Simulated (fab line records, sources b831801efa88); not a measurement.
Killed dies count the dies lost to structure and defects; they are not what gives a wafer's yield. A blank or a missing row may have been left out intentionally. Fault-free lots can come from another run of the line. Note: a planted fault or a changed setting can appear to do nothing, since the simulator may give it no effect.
One fault through the eyes of 2 desks    flow gf180mcu    every desk sees just its own numbers, and what lay behind them comes last

THE METROLOGY DESK
What the gauges read for every lot (on any tool): the sampled wafers with a number, averaged. The brackets show how far a lot's mean lies from the usual mean; more than 4 standard deviations puts the lot out of limits, marked OUT.
Columns: A = CONTACT_CVD_00_THK at GF_CONTACT_THK_MEAS_01, usual 300 nm; B = V1_CVD_02_THK at GF_V1_THK_MEAS_03, usual 849 nm
lot   first seen here  A    B
L586  day 16 04:41     303  849
L587  day 16 07:42     301  848
L590  day 16 17:53     301  869
L589  day 16 22:01     299  856
L591  day 17 09:33     298  853
L592  day 17 17:06     293  844
L594  day 18 05:01     298  845
L595  day 18 21:26     295  846
L596  day 19 08:41     302  865
L597  day 19 14:42     297  843
L601  day 20 22:56     304  626 (-23) OUT
This desk finds L601 out of limits, with the earliest case on L601 at day 23 01:03 (V1_CVD_02_THK at GF_V1_THK_MEAS_03). L586, L587, L590, L589, L591, L592, L594, L595, L596, L597: within limits.

AT THE TOOL OWNER'S DESK: pecvd-02
The tool's own readings at GF_V1_CVD_02 (deposits SiO2 from TEOS, target thk 850 nm, time 94.851 s): means of the sampled wafers that have a number, for each lot that ran on this tool. The brackets show how far a lot's mean lies from the usual mean; more than 4 standard deviations puts the lot out of limits, marked OUT.
Columns: A = heater power w at GF_V1_CVD_02, usual 706 W; B = susceptor temp C at GF_V1_CVD_02, usual 400.02 C
lot   first seen here  A    B
L586  day 18 04:34     661  399.84
L589  day 18 23:17     698  400.10
L591  day 19 12:23     513  400.10
L596  day 21 12:23     705  400.28
L601  day 23 00:58     662  400.06
Finding of this desk: none of the 5 lots has anything out of limits.

TAKEN TOGETHER
Metrology desk: alarm possible at day 23 01:03 on L601.
The desk of the tool owner found nothing out of limits.
The tool owner's desk has L601 on record, within its limits.
Of the lots named, all ran GF_V1_CVD_02 on pecvd-02.

WHAT WAS PUT IN BY THE SIMULATOR
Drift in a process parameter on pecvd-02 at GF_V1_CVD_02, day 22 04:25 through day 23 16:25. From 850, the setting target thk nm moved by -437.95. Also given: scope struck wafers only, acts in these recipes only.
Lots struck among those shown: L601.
Per desk, hours elapsed from the start of the fault to the first reading out of limits: for the metrology desk, 21.
